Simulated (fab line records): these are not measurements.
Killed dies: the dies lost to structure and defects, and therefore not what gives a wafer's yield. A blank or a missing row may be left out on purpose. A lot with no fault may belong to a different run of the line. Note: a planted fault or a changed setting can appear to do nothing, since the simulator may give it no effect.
The tool behind it: which one?	flow gf180mcu	6 lots, 18 wafers sampled, at 2 steps of a route of 602

== WHAT EACH GAUGE READ, for each wafer ==
GF_LVPWELL_TW_MEAS_11.
lot	measured	on	LVPWELL_TW
L945	day 4 09:37	film-metro-03	545 545 545
L952	day 5 22:32	film-metro-01	554 555 557
L957	day 7 07:04	film-metro-01	521 526 523 523 522 524
L960	day 7 22:35	film-metro-02	562 560 562
L962	day 8 09:51	film-metro-02	562 562 566
L964	day 8 19:27	film-metro-02	568 564 566

== TOOL THAT RAN EACH LOT (tool first, then ch and the chambers of the sampled wafers, then the start) ==
lot	GF_LVPWELL_IMPLANT_08
L945	implanter-02 ch 0, day 4 09:13
L952	implanter-04 ch 0, day 5 22:08
L957	implanter-02 ch 0, day 7 06:40
L960	implanter-01 ch 0, day 7 22:11
L962	implanter-04 ch 0, day 8 09:27
L964	implanter-04 ch 0, day 8 19:03
- GF_LVPWELL_IMPLANT_08

== THE ANSWER, worked out from the rows above alone ==
Rule: the lots themselves supply what counts as usual. The widest of any qualifying gaps counts: lots, ordered by their means at a reading, are off when they make up no more than a third of the lots, leave a main group of 4 or more, and stand apart from it by 3 or more times the standard deviation of that group's means. The tables above print the reading to a certain number of digits; a main group whose means all agree to those digits is not used. A lot without any number at a reading at which 4 lots or more have one is off too. Any other lot the step has rows for is counted as sound.
Nothing can be told from this: no lot is off at any reading shown.

== WHAT WAS PUT IN BY THE SIMULATOR ==
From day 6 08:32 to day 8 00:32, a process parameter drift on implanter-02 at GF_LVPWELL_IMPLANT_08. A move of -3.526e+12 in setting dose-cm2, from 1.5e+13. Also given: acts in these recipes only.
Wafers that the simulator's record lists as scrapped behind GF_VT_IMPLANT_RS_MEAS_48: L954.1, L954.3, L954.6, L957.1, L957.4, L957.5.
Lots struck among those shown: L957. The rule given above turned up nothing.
